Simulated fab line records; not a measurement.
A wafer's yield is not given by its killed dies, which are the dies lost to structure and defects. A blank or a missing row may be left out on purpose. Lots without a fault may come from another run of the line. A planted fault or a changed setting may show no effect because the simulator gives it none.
Which of the tools did it? -- flow sky130 -- 10 lots with 30 wafers sampled at 6 steps, on a route of 708 steps

## WHAT EACH GAUGE READ, for each wafer
SKY_VIA1_BOW_MEAS_03. Usual: VIA1_BOW 81 um, standard deviation 7.9.
lot,measured,on,VIA1_BOW (um),flag
L260,day 33 15:05,filmMetro-04,70 79 85,
L262,day 33 20:15,filmMetro-04,78 71 74,
L264,day 34 22:26,filmMetro-04,78 76 70,
L265,day 35 00:53,filmMetro-01,74 68 87,
L266,day 35 06:56,filmMetro-04,86 89 89,
L268,day 35 17:16,filmMetro-01,79 70 78,
L270,day 36 09:31,filmMetro-01,86 80 88,
L278,day 39 04:02,filmMetro-01,71 79 74,
L279,day 39 18:50,filmMetro-03,88 79 95,
L281,day 39 21:28,filmMetro-03,90 80 77,

SKY_VIA2_RS_MEAS_22: a four-point-probe measurement. Usual: VIA2_W_RS 0.2735 ohm/sq, standard deviation 0.0022.
lot,measured,on,VIA2_W_RS (ohm/sq),flag
L260,day 37 00:49,filmMetro-04,0.2729 0.2754 0.2707,
L262,day 37 05:57,filmMetro-04,0.2742 0.2722 0.2727,
L264,day 38 08:01,filmMetro-04,0.2745 0.2715 0.2712,
L265,day 38 10:16,filmMetro-04,0.2745 0.2721 0.2754,
L266,day 38 15:17,filmMetro-04,0.2721 0.2769 0.2711,
L268,day 39 01:35,filmMetro-02,0.2789 0.2737 0.2762,
L270,day 39 17:39,filmMetro-02,0.2752 0.2722 0.2736,
L278,day 42 07:58,filmMetro-04,0.2678 0.2697 0.2740,
L279,day 42 23:50,filmMetro-02,0.2744 0.2737 0.2732,
L281,day 43 00:43,filmMetro-01,0.2717 0.2761 0.2742,

SKY_CAPM_RS_MEAS_03: a four-point-probe measurement. Usual: CAPM_TIN_RS 6.89 ohm/sq, standard deviation 0.062.
lot,measured,on,CAPM_TIN_RS (ohm/sq),flag
L260,day 37 01:38,filmMetro-02,6.89 6.92 6.91,
L262,day 37 06:47,filmMetro-02,6.90 6.92 6.86,
L264,day 38 08:50,filmMetro-03,6.88 6.83 6.86,
L265,day 38 11:05,filmMetro-03,6.80 6.80 6.79,
L266,day 38 16:07,filmMetro-03,6.92 6.93 6.93,
L268,day 39 02:25,filmMetro-04,6.86 6.89 6.90,
L270,day 39 18:28,filmMetro-02,6.92 6.96 6.86,
L278,day 42 08:48,filmMetro-03,4.46 7.04 7.04,OFF
L279,day 43 00:50,filmMetro-02,6.91 6.90 4.44,OFF
L281,day 43 01:33,filmMetro-03,6.86 6.87 6.84,

SKY_CAPM_THK_MEAS_04: measures by xrf. Usual: CAPM_TIN_THK 200.6 nm, standard deviation 2.5.
lot,measured,on,CAPM_TIN_THK (nm),flag
L260,day 37 01:44,filmMetro-02,202.0 201.8 200.9,
L262,day 37 06:53,filmMetro-02,200.5 201.5 203.6,
L264,day 38 08:56,filmMetro-03,199.3 200.0 199.9,
L265,day 38 11:13,filmMetro-03,200.6 201.6 201.6,
L266,day 38 16:14,filmMetro-03,197.7 197.9 198.0,
L268,day 39 02:32,filmMetro-04,201.4 200.1 199.7,
L270,day 39 18:35,filmMetro-02,202.2 201.0 203.1,
L278,day 42 08:55,filmMetro-03,303.9 195.0 195.2,OFF
L279,day 43 00:58,filmMetro-02,199.6 201.0 309.6,OFF
L281,day 43 01:39,filmMetro-03,199.0 199.2 200.3,

## WHICH TOOL RAN EACH LOT (tool, then ch and the chambers of the sampled wafers, then the start)
lot,SKY_METAL1_SPUTTER_01,SKY_CAPM_SPUTTER_02
L260,"pvdSputter-03, day 32 10:17","pvdSputter-04, day 37 01:29"
L262,"pvdSputter-02, day 32 16:11","pvdSputter-01, day 37 06:39"
L264,"pvdSputter-04, day 33 18:15","pvdSputter-04, day 38 08:41"
L265,"pvdSputter-04, day 33 21:09","pvdSputter-01, day 38 10:59"
L266,"pvdSputter-02, day 34 03:22","pvdSputter-01, day 38 16:00"
L268,"pvdSputter-03, day 34 13:11","pvdSputter-01, day 39 02:18"
L270,"pvdSputter-02, day 35 05:47","pvdSputter-04, day 39 18:22"
L278,"pvdSputter-03, day 38 01:55","pvdSputter-04, day 42 08:41"
L279,"pvdSputter-02, day 38 16:27","pvdSputter-04, day 43 00:44"
L281,"pvdSputter-02, day 38 19:25","pvdSputter-02, day 43 01:23"
- SKY_METAL1_SPUTTER_01: material TiN, target thk 20 nm, time 16.7 s.
- SKY_CAPM_SPUTTER_02: material TiN, target thk 200 nm, time 166.7 s.

## AS READ BY THE TOOLS THEMSELVES (means over the sampled wafers that have a number; for cases with no such wafer, the mark the record gives instead)
SKY_METAL1_SPUTTER_01. Usual: cathodeDcPowerW 6500.1 W, standard deviation 1.2; throttleValvePct 30.0 %, standard deviation 1.1.
lot,tool,cathodeDcPowerW (W),throttleValvePct (%),flag
L260,pvdSputter-03,6499.2,30.3,
L262,pvdSputter-02,6499.4,29.9,
L264,pvdSputter-04,6499.2,29.8,
L265,pvdSputter-04,6500.9,30.3,
L266,pvdSputter-02,6499.0,30.0,
L268,pvdSputter-03,6499.8,29.1,
L270,pvdSputter-02,6500.8,31.0,
L278,pvdSputter-03,6499.9,30.5,
L279,pvdSputter-02,6499.3,29.9,
L281,pvdSputter-02,6500.3,29.8,

SKY_CAPM_SPUTTER_02. Usual: cathodeDcPowerW 6500.3 W, standard deviation 1.1; throttleValvePct 30.2 %, standard deviation 1.
lot,tool,cathodeDcPowerW (W),throttleValvePct (%),flag
L260,pvdSputter-04,6500.5,30.8,
L262,pvdSputter-01,6499.6,29.1,
L264,pvdSputter-04,6500.4,30.4,
L265,pvdSputter-01,6501.5,30.5,
L266,pvdSputter-01,6500.2,31.2,
L268,pvdSputter-01,6500.2,29.8,
L270,pvdSputter-04,6500.3,29.9,
L278,pvdSputter-04,7676.8,31.0,OFF
L279,pvdSputter-04,7677.1,30.4,OFF
L281,pvdSputter-02,6501.0,29.9,

## THE ANSWER, worked out from the rows above alone
Rule: a lot counts as off when the mean over its wafers that have a number is more than 3 standard deviations away from the usual mean. A lot without any number at a reading at which 4 lots or more have one is off too. The other lots that the step has rows for count as sound. First the gauges in route order, then the tools' own readings, where a lot's mean is used as printed above. At the first step where some lot is off, the reading lying furthest off is the one used; lots without a number count as furthest.
Off: L278, L279, seen at SKY_CAPM_RS_MEAS_03 (CAPM_TIN_RS).
If a tool, at a process step before that reading, ran all the lots that are off and no sound lot after the first of them, it fits. Not tried: the gauges at SKY_CAPM_RS_MEAS_03; whatever is off there is also off at SKY_CAPM_SPUTTER_02, on other tools, and gauge error can't account for it. One candidate fits, namely pvdSputter-04 at SKY_CAPM_SPUTTER_02. Its last sound lot is L270 (day 39 18:22), its first lot that is off L278 (day 42 08:41): a fault that began between those two fits.
The tool's own readings at SKY_CAPM_SPUTTER_02 bear it out: on the lots that are off they differ by more than 5 times the standard deviation of the sound lots' means. cathodeDcPowerW reads 7677.0 W there against 6500.5 W on the sound lots.

## WHAT THE SIMULATOR PUT IN
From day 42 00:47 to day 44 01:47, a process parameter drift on pvdSputter-04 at SKY_CAPM_SPUTTER_02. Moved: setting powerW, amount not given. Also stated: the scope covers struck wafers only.
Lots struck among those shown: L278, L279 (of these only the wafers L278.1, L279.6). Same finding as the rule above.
